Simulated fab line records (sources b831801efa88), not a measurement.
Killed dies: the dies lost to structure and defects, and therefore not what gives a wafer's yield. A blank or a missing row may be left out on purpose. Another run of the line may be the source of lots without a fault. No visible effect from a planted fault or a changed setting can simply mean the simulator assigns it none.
fab line records	flow sky130
record: lots: 12	wafers: 36	lastDay: 50
route steps=708 shown VIA3@581 PAD_OPEN@708
lots untouched by any fault: they come from a run of this same line in which no faults occurred
startH: hours from the record's first day to the start of the lot's first wafer shown	waitH: hours since the lot's step before	" repeats the value in the row above	L1.1+2: several wafers, shown together as one row	- no value, or no start given	* or withheld: withheld	< > ~ a bound
route shown NAME@n: a module of which the file shows steps, and the number in the route of the first	usual: mean/standard deviation of fault-free wafers	same: alike in all rows	chamber/n: place in a boat	sites: the reading at each site	_std_site: the values' standard deviation	_edge_site: mean of outer sites minus mean of inner sites	radiusMm: how far each site lies from the wafer's centre	mask NAME#n: copy n	behind: the last tool/chamber to shape the wafer	hold: reason for holding the lot/hours on hold/outcome of the hold	device: transistor that didn't switch, given as n, p or np	end of line: at the end of the route, the tests of the same wafers	a step without rows: its recipe alone	killed: dies that structure and defects cost at the first sort, which is not the same as the wafer's yield	map: a wafer's dies, marking killed ones x, the rest . and places with no die _
set.NAME: the setting that was run; set.NAME@STEP: the one run at that earlier step	model.NAME: the simulator's own value behind a step, which no gauge read
a sample of lots followed through the steps of the route, with each step as a table and each wafer as a row
services: a tool's chamber out of use, with start hour (startH, from the record's first day; less than 0 if before it), hours out, and reason
== steps ==
step: SKY_VIA3_SOFTBAKE_08
recipe: tempC: 100	timeS: 90	resist: KrF-thick
usual: chillPlateTempC: 22.98/0.091	heaterPowerTotalW: 57.37/0.11	runLengthS: 119.15/0.18
lot.wafer	tool	chamber	startH	waitH	chillPlateTempC	heaterPowerTotalW	runLengthS
L228.2	lithoTrack-02	0	910	-	23.00	57.50	118.92
L228.4	"	0	"	"	23.10	57.55	118.93
L228.5	"	0	"	"	22.96	57.23	118.95
L230.1	lithoTrack-01	0	927	-	23.07	57.37	119.38
L230.5	"	0	"	"	22.98	57.40	119.38
L230.6	"	0	"	"	23.03	57.26	119.68
L231.1	lithoTrack-04	0	930	-	23.06	57.41	119.09
L231.2	"	0	"	"	23.08	57.44	119.01
L231.5	"	0	931	-	23.04	57.37	119.35
L234.2	lithoTrack-02	0	970	-	22.94	57.50	119.09
L234.3	"	0	"	"	22.94	57.29	118.96
L234.4	"	0	"	"	22.90	57.39	118.92
L236.1	lithoTrack-02	0	974	-	23.08	57.35	119.29
L236.2	"	0	"	"	23.01	57.62	118.94
L236.4	"	0	"	"	22.79	57.26	118.91
L237.2	lithoTrack-02	0	983	-	23.10	57.55	118.94
L237.4	"	0	"	"	23.06	57.30	118.98
L237.6	"	0	"	"	22.97	57.18	119.27
L239.2	lithoTrack-01	0	1011	-	22.85	57.35	119.38
L239.3	"	0	"	"	23.06	57.40	119.43
L239.6	"	0	"	"	23.05	57.49	119.42
L240.1	lithoTrack-04	0	1013	-	22.99	57.47	119.14
L240.3	"	0	"	"	22.93	57.35	119.05
L240.5	"	0	"	"	23.06	57.49	119.08
L246.3	lithoTrack-02	0	1053	-	22.97	58.40	113.84
L246.4	"	0	"	"	22.98	58.55	114.09
L246.5	"	0	"	"	22.90	58.30	113.95
L247.1	lithoTrack-02	0	1055	-	23.16	58.47	113.84
L247.4	"	0	"	"	23.06	58.27	113.76
L247.5	"	0	"	"	22.88	58.49	113.84
L249.1	lithoTrack-01	0	1063	-	23.09	57.28	119.29
L249.2	"	0	"	"	23.05	57.40	119.24
L249.3	"	0	"	"	23.02	57.34	119.31
L251.2	lithoTrack-04	0	1070	-	22.89	57.22	119.15
L251.5	"	0	"	"	22.95	57.45	119.02
L251.6	"	0	1071	-	22.91	57.34	118.97
step: SKY_VIA3_ETCH_15
recipe: target: SiO2	chemistry: C4F8/O2/Ar	targetDepthNm: 507	stopOn: TiN	maskMaterial: KrF-thick	sourceW: 1500	biasW: 1200	pressureMtorr: 40	c4f8FlowSccm: withheld	O2_flow_sccm: 6	Ar_flow_sccm: 300	timeS: 78
usual: oesProductAu: 0.946/0.0042
lot.wafer	tool	chamber	startH	waitH	oesProductAu	rfHoursCounterH
L228.2	rieDiel-03	1	922.80	0.0	0.953	13
L228.4	"	1	"	"	0.938	-
L228.5	"	3	"	"	0.955	-
L230.1	rieDiel-03	0	939.95	0.0	0.944	7
L230.5	"	1	"	"	0.942	-
L230.6	"	0	"	"	0.945	-
L231.1	rieDiel-04	1	942.90	0.0	0.948	9
L231.2	"	0	"	"	0.949	17
L231.5	"	1	"	"	0.951	-
L234.2	rieDiel-01	0	982.70	0.0	0.950	27
L234.3	"	2	"	"	0.950	5
L234.4	"	0	"	"	0.946	-
L236.1	rieDiel-04	1	986.30	0.0	0.946	10
L236.2	"	2	"	"	0.953	13
L236.4	"	0	"	"	0.945	19
L237.2	rieDiel-01	2	995.10	0.0	0.946	5
L237.4	"	0	"	"	0.945	-
L237.6	"	2	"	"	0.945	-
L239.2	rieDiel-04	3	1022.65	0.0	0.947	19
L239.3	"	2	"	"	0.947	14
L239.6	"	0	"	"	0.947	-
L240.1	rieDiel-01	1	1025.70	0.0	0.942	13
L240.3	"	0	"	"	0.950	0
L240.5	"	3	"	"	0.950	-
L246.3	rieDiel-03	2	1064.35	0.0	0.942	29
L246.4	"	0	"	"	0.943	11
L246.5	"	0	"	"	0.948	-
L247.1	rieDiel-04	3	1066.95	0.0	0.944	21
L247.4	"	1	"	"	0.942	-
L247.5	"	2	"	"	0.951	-
L249.1	rieDiel-04	2	1073.80	0.0	0.944	16
L249.2	"	3	"	"	0.944	21
L249.3	"	1	"	"	0.942	13
L251.2	rieDiel-04	2	1080.62	0.0	0.943	17
L251.5	"	3	"	"	0.941	-
L251.6	"	1	"	"	0.947	-
step: SKY_VIA3_SPUTTER_20
recipe: material: TiN	targetThkNm: 20	chamberPressurePa: 5	powerW: 4000	timeS: 80
usual: throttleValvePct: 30.4/1
lot.wafer	tool	chamber	startH	waitH	throttleValvePct
L228.2	pvdSputter-02	-	923.45	0.0	31.1
L228.4	"	-	"	"	31.3
L228.5	"	-	"	"	30.9
L230.1	pvdSputter-01	-	940.61	0.0	30.9
L230.5	"	-	"	"	30.9
L230.6	"	-	"	"	29.3
L231.1	pvdSputter-04	-	943.56	0.0	31.2
L231.2	"	-	"	"	30.2
L231.5	"	-	"	"	31.3
L234.2	pvdSputter-04	-	983.40	0.0	28.4
L234.3	"	-	"	"	30.3
L234.4	"	-	"	"	31.3
L236.1	pvdSputter-04	-	987.04	0.0	30.7
L236.2	"	-	"	"	28.4
L236.4	"	-	"	"	31.3
L237.2	pvdSputter-02	-	995.80	0.0	30.8
L237.4	"	-	"	"	30.6
L237.6	"	-	"	"	31.1
L239.2	pvdSputter-04	-	1023.31	0.0	30.4
L239.3	"	-	"	"	31.1
L239.6	"	-	"	"	30.4
L240.1	pvdSputter-01	-	1026.47	0.0	29.8
L240.3	"	-	"	"	30.9
L240.5	"	-	"	"	31.0
L246.3	pvdSputter-02	-	1065.04	0.0	29.9
L246.4	"	-	"	"	29.6
L246.5	"	-	"	"	30.5
L247.1	pvdSputter-01	-	1067.60	0.0	31.3
L247.4	"	-	"	"	30.0
L247.5	"	-	"	"	31.1
L249.1	pvdSputter-01	-	1074.45	0.0	28.9
L249.2	"	-	"	"	31.0
L249.3	"	-	"	"	30.0
L251.2	pvdSputter-04	-	1081.27	0.0	30.4
L251.5	"	-	"	"	31.4
L251.6	"	-	"	"	28.4
step: SKY_VIA3_CVD_21
recipe: material: W	targetThkNm: 390	timeS: 117.31	tempC: 400	pressureTorr: 40
usual: heaterPowerW: 822/97
lot.wafer	tool	chamber	startH	waitH	heaterPowerW
L228.2	cvdW-01	1	923.51	0.0	674
L228.4	"	0	"	"	965
L228.5	"	0	"	"	950
L230.1	cvdW-01	1	940.67	0.0	699
L230.5	"	0	"	"	963
L230.6	"	1	"	"	688
L231.1	cvdW-01	1	943.62	0.0	709
L231.2	"	0	"	"	943
L231.5	"	0	"	"	962
L234.2	cvdW-01	1	983.46	0.0	697
L234.3	"	1	"	"	694
L234.4	"	0	"	"	966
L236.1	cvdW-01	0	987.10	0.0	984
L236.2	"	1	"	"	694
L236.4	"	1	"	"	699
L237.2	cvdW-02	0	995.86	0.0	788
L237.4	"	1	"	"	877
L237.6	"	0	"	"	803
L239.2	cvdW-01	1	1023.37	0.0	707
L239.3	"	1	"	"	691
L239.6	"	0	"	"	964
L240.1	cvdW-02	0	1026.53	0.0	766
L240.3	"	0	"	"	769
L240.5	"	1	"	"	816
L246.3	cvdW-02	1	1065.14	0.1	829
L246.4	"	0	"	"	787
L246.5	"	0	"	"	807
L247.1	cvdW-02	0	1067.66	0.0	776
L247.4	"	1	"	"	857
L247.5	"	0	"	"	785
L249.1	cvdW-02	0	1074.51	0.0	780
L249.2	"	1	"	"	857
L249.3	"	0	"	"	777
L251.2	cvdW-01	1	1081.33	0.0	694
L251.5	"	1	"	"	707
L251.6	"	0	"	"	973
step: SKY_PAD_OPEN_PROBE_99
usual: defectLimitedYield: 82.3/1.9	killed_at_M0_to_M3: 43/6.7	killed_at_M4_up: 3.2/1.8	killedAtContacts: 25/5.2	killedAtFrontEnd: 15/4.4	killedAtOther: 0.2/0.4	killedDies: 87/9.3	killedOpen: 48/7.1	killedShort: 39/6	sort_bin_3_pad_short: 0.9/0.41	sort_bin_5_function: 10.5/1.4	sort_bin_6_memory: 6.3/1.1	sortNPass: 405/9.3	sortYieldPct: 82.3/1.9
same: grossDies: 492	killedAtBackSide: 0	sort_bin_4_leakage[%]: 0	sort_bin_8_speed[%]: 0
lot.wafer	tool	chamber	startH	waitH	defectLimitedYield[%]	killed_at_M0_to_M3	killed_at_M4_up	killedAtContacts	killedAtFrontEnd	killedAtOther	killedDies	killedOpen	killedShort	sort_bin_3_pad_short[%]	sort_bin_5_function[%]	sort_bin_6_memory[%]	sortNPass	sortYieldPct[%]
L231.1	prober-02	-	1086.82	0.1	81.3	46	3	29	12	2	92	60	32	1.2	10.6	6.9	400	81.3
L231.2	prober-02	-	1086.87	0.1	80.7	48	6	23	18	0	95	51	44	0.6	12.4	6.3	397	80.7
L231.5	prober-02	-	1087.02	0.2	79.7	52	5	28	15	0	100	61	39	0.8	13.2	6.3	392	79.7
L236.1	prober-01	-	1122.77	0.1	81.9	46	4	29	10	0	89	57	32	1.0	10.8	6.3	403	81.9
L236.2	prober-01	-	1122.82	0.1	82.1	40	5	26	17	0	88	54	34	0.6	11.2	6.1	404	82.1
L236.4	prober-01	-	1122.92	0.2	81.9	35	6	26	22	0	89	53	36	0.6	9.3	8.1	403	81.9
L237.2	prober-02	-	1142.08	0.1	80.1	48	5	26	19	0	98	61	37	1.2	12.6	6.1	394	80.1
L237.4	prober-02	-	1142.18	0.2	80.9	46	2	29	17	0	94	51	43	1.2	12.8	5.1	398	80.9
L237.6	prober-02	-	1142.28	0.2	80.3	46	2	26	22	1	97	53	44	0.4	11.4	7.9	395	80.3
L239.2	prober-01	-	1152.47	0.1	83.7	34	2	34	10	0	80	42	38	0.6	8.5	7.1	412	83.7
L239.3	prober-01	-	1152.52	0.2	84.1	44	4	23	7	0	78	42	36	1.0	10.6	4.3	414	84.1
L239.6	prober-01	-	1152.67	0.2	82.7	41	5	28	11	0	85	45	40	0.6	11.6	5.1	407	82.7
L240.1	prober-02	-	1155.36	0.1	86.6	31	1	20	14	0	66	38	28	0.8	8.5	4.1	426	86.6
L240.3	prober-02	-	1155.46	0.2	82.1	40	4	30	14	0	88	49	39	1.0	11.2	5.7	404	82.1
L240.5	prober-02	-	1155.56	0.2	81.7	48	3	28	11	0	90	50	40	1.2	10.4	6.7	402	81.7
L246.3	prober-01	-	1185.40	0.2	80.9	42	1	33	18	0	94	54	40	1.4	11.2	6.5	398	80.9
L246.4	prober-01	-	1185.45	0.2	82.5	42	5	24	15	0	86	54	32	0.6	9.3	7.5	406	82.5
L246.5	prober-01	-	1185.50	0.2	84.6	30	5	25	15	1	76	45	31	0.2	9.1	6.1	416	84.6
L247.1	prober-02	-	1188.05	0.1	82.9	41	4	22	17	0	84	45	39	1.0	10.8	5.3	408	82.9
L247.4	prober-02	-	1188.20	0.2	84.8	38	1	25	11	0	75	45	30	0.6	8.7	5.9	417	84.8
L247.5	prober-02	-	1188.25	0.2	84.1	43	4	21	10	0	78	40	38	1.6	9.6	4.7	414	84.1
L249.1	prober-02	-	1194.62	0.1	78.5	56	1	30	19	0	106	58	48	1.0	13.2	7.3	386	78.5
L249.2	prober-02	-	1194.67	0.1	80.3	44	4	28	21	0	97	62	35	0.6	11.4	7.7	395	80.3
L249.3	prober-02	-	1194.72	0.2	81.7	49	5	27	9	0	90	63	27	1.0	11.2	6.1	402	81.7
killed by level:class
L231.1 VIA1:geometricParticle:open=16 CONTACT:geometricParticle:open=16 METAL2:geometricParticle:short=8 LI_CONTACT:geometricParticle:open=7 VIA3:geometricParticle:open=5 VIA2:geometricParticle:short=4 FIELD_ISO:geometricParticle:short=3 FIELD_ISO:geometricParticle:open=3
L231.2 VIA1:geometricParticle:open=14 LI_CONTACT:geometricParticle:open=8 CONTACT:geometricParticle:short=7 FIELD_ISO:geometricParticle:open=6 METAL1:geometricParticle:short=6 METAL2:geometricParticle:short=5 VIA3:geometricParticle:short=5 METAL4:geometricParticle:short=5
L231.5 VIA1:geometricParticle:open=13 LI_CONTACT:geometricParticle:open=10 METAL1:geometricParticle:short=10 VIA2:geometricParticle:open=9 CONTACT:geometricParticle:open=8 VIA3:geometricParticle:open=5 FIELD_ISO:geometricParticle:open=4 LI_CONTACT:geometricParticle:short=4
L236.1 LI_CONTACT:geometricParticle:open=15 CONTACT:geometricParticle:open=9 VIA3:geometricParticle:open=9 VIA1:geometricParticle:open=8 METAL2:geometricParticle:short=7 VIA2:geometricParticle:open=6 METAL1:geometricParticle:short=6 VIA2:geometricParticle:short=3
L236.2 CONTACT:geometricParticle:open=14 LI_CONTACT:geometricParticle:open=7 METAL1:geometricParticle:short=7 FIELD_ISO:geometricParticle:open=6 VIA2:geometricParticle:open=6 VIA1:geometricParticle:short=5 VIA1:geometricParticle:open=5 VIA3:geometricParticle:open=5
L236.4 VIA1:geometricParticle:open=12 CONTACT:geometricParticle:open=10 VIA3:geometricParticle:open=7 METAL2:geometricParticle:short=7 FIELD_ISO:geometricParticle:short=6 FIELD_ISO:geometricParticle:open=5 POLY_GATE:geometricParticle:short=5 LI_CONTACT:geometricParticle:open=5
L237.2 VIA1:geometricParticle:open=13 LI_CONTACT:geometricParticle:open=11 METAL1:geometricParticle:short=11 CONTACT:geometricParticle:open=8 VIA3:geometricParticle:open=6 POLY_GATE:geometricParticle:short=5 VIA2:geometricParticle:open=5 POLY_GATE:geometricParticle:open=4
L237.4 VIA1:geometricParticle:open=14 CONTACT:geometricParticle:short=11 CONTACT:geometricParticle:open=11 VIA1:geometricParticle:short=5 VIA3:geometricParticle:short=5 VIA3:geometricParticle:open=5 POLY_GATE:geometricParticle:open=4 LI_CONTACT:geometricParticle:open=4
L237.6 VIA1:geometricParticle:open=14 CONTACT:geometricParticle:open=11 VIA1:geometricParticle:short=7 METAL1:geometricParticle:short=7 VIA3:geometricParticle:open=7 POLY_GATE:geometricParticle:open=6 POLY_GATE:geometricParticle:short=6 LOCAL_INTERCONNECT:geometricParticle:short=6
L239.2 LI_CONTACT:geometricParticle:open=11 CONTACT:geometricParticle:open=8 VIA2:geometricParticle:open=8 VIA3:geometricParticle:open=6 LI_CONTACT:geometricParticle:short=5 LOCAL_INTERCONNECT:geometricParticle:short=5 CONTACT:geometricParticle:short=5 METAL1:geometricParticle:short=5
L239.3 VIA1:geometricParticle:open=14 METAL1:geometricParticle:short=8 LI_CONTACT:geometricParticle:open=7 VIA2:geometricParticle:open=7 CONTACT:geometricParticle:open=5 CONTACT:geometricParticle:short=5 METAL3:geometricParticle:short=4 LI_CONTACT:geometricParticle:short=4
L239.6 LI_CONTACT:geometricParticle:open=11 VIA1:geometricParticle:open=7 VIA2:geometricParticle:open=7 VIA3:geometricParticle:open=7 CONTACT:geometricParticle:short=6 POLY_GATE:geometricParticle:open=5 CONTACT:geometricParticle:open=5 METAL1:geometricParticle:short=5
L240.1 CONTACT:geometricParticle:open=9 VIA1:geometricParticle:open=7 METAL2:geometricParticle:short=7 POLY_GATE:geometricParticle:open=6 LOCAL_INTERCONNECT:geometricParticle:short=5 VIA3:geometricParticle:open=5 VIA1:geometricParticle:short=4 FIELD_ISO:geometricParticle:open=3
L240.3 CONTACT:geometricParticle:open=11 VIA1:geometricParticle:open=11 LI_CONTACT:geometricParticle:open=8 VIA1:geometricParticle:short=5 METAL2:geometricParticle:short=5 FIELD_ISO:geometricParticle:open=4 METAL1:geometricParticle:short=4 LI_CONTACT:geometricParticle:short=4
L240.5 VIA1:geometricParticle:open=19 CONTACT:geometricParticle:open=10 LI_CONTACT:geometricParticle:open=7 CONTACT:geometricParticle:short=7 VIA1:geometricParticle:short=6 VIA2:geometricParticle:short=5 VIA3:geometricParticle:open=5 METAL2:geometricParticle:short=4
L246.3 CONTACT:geometricParticle:open=13 CONTACT:geometricParticle:short=9 VIA1:geometricParticle:open=9 FIELD_ISO:geometricParticle:open=7 VIA2:geometricParticle:open=6 LI_CONTACT:geometricParticle:short=5 VIA3:geometricParticle:open=5 METAL3:geometricParticle:short=4
L246.4 CONTACT:geometricParticle:open=11 VIA1:geometricParticle:open=9 VIA2:geometricParticle:open=9 VIA3:geometricParticle:open=8 LI_CONTACT:geometricParticle:open=6 FIELD_ISO:geometricParticle:short=5 METAL3:geometricParticle:short=4 METAL2:geometricParticle:short=4
L246.5 CONTACT:geometricParticle:open=12 LI_CONTACT:geometricParticle:open=6 METAL3:geometricParticle:short=5 VIA1:geometricParticle:open=5 FIELD_ISO:geometricParticle:short=4 METAL2:geometricParticle:short=4 VIA2:geometricParticle:open=4 VIA3:geometricParticle:open=4
L247.1 METAL2:geometricParticle:short=8 FIELD_ISO:geometricParticle:open=7 CONTACT:geometricParticle:open=7 METAL1:geometricParticle:short=6 VIA1:geometricParticle:open=6 VIA2:geometricParticle:open=6 LI_CONTACT:geometricParticle:open=5 VIA3:geometricParticle:open=5
L247.4 CONTACT:geometricParticle:open=10 VIA1:geometricParticle:open=10 LI_CONTACT:geometricParticle:open=6 METAL1:geometricParticle:short=6 VIA2:geometricParticle:open=6 VIA1:geometricParticle:short=5 VIA3:geometricParticle:open=5 LI_CONTACT:geometricParticle:short=3
L247.5 LI_CONTACT:geometricParticle:open=7 CONTACT:geometricParticle:open=7 VIA1:geometricParticle:short=7 VIA3:geometricParticle:open=7 VIA1:geometricParticle:open=6 METAL1:geometricParticle:short=5 METAL2:geometricParticle:short=5 VIA2:geometricParticle:open=5
L249.1 VIA1:geometricParticle:open=13 CONTACT:geometricParticle:open=12 LI_CONTACT:geometricParticle:open=8 METAL2:geometricParticle:short=8 VIA3:geometricParticle:open=8 FIELD_ISO:geometricParticle:open=7 CONTACT:geometricParticle:short=7 METAL1:geometricParticle:short=6
L249.2 LI_CONTACT:geometricParticle:open=10 VIA2:geometricParticle:open=10 CONTACT:geometricParticle:open=9 VIA1:geometricParticle:open=9 METAL1:geometricParticle:short=7 FIELD_ISO:geometricParticle:short=5 FIELD_ISO:geometricParticle:open=5 POLY_GATE:geometricParticle:open=4
L249.3 VIA1:geometricParticle:open=21 CONTACT:geometricParticle:open=15 LI_CONTACT:geometricParticle:open=6 VIA3:geometricParticle:open=6 METAL3:geometricParticle:short=4 VIA2:geometricParticle:open=4 POLY_GATE:geometricParticle:open=3 SPACER:geometricParticle:open=3
== services ==
tool	chamber	startH	hours	kind
cvdW-02	-	904.00	14.0	pm
cvdW-02	0	904.00	14.0	ventCycle
cvdW-02	1	904.00	14.0	ventCycle
rieDiel-03	2	916.90	12.2	repair
cvdW-02	0	918.00	-	clean
cvdW-02	1	918.00	-	clean
pvdSputter-02	-	919.41	1.2	repair
pvdSputter-01	-	943.94	2.7	repair
rieDiel-04	2	948.52	5.1	repair
cvdW-01	-	951.64	0.8	repair
rieDiel-04	2	960.83	3.8	repair
rieDiel-01	1	971.52	6.7	repair
pvdSputter-01	-	978.24	5.9	repair
cvdW-02	-	996.80	0.5	repair
rieDiel-01	0	998.00	-	clean
rieDiel-01	0	998.00	21.6	scheduledDown
rieDiel-01	0	998.00	21.6	ventCycle
rieDiel-04	3	1013.03	8.6	repair
rieDiel-03	1	1020.44	5.5	repair
rieDiel-04	0	1027.47	103.4	repair
cvdW-01	-	1052.98	0.6	repair
pvdSputter-01	-	1053.19	4.2	repair
rieDiel-01	-	1065.05	14.6	pm
== key ==
firstSign: step: SKY_VIA3_SOFTBAKE_08	reading: runLengthS	direction: down	sigmas: 30	usual: *	struck: *
effect: step: SKY_VIA3_SOFTBAKE_08	reading: heaterPowerTotalW	direction: up	sigmas: 9.6	usual: *	struck: *
metAt SKY_VIA3_SOFTBAKE_08
struckLots L246,L247
notActingAt SKY_VIA3_ETCH_15,SKY_VIA3_SPUTTER_20,SKY_VIA3_CVD_21
onsetBetween 983 1053
fault: kind: processParameterDrift	tool: lithoTrack-02	chamber: -	onsetH: 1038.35	steps: SKY_VIA3_SOFTBAKE_08	channel: timeS	offset: *	shape: step	endH: 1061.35	actsIn: *	stated: *
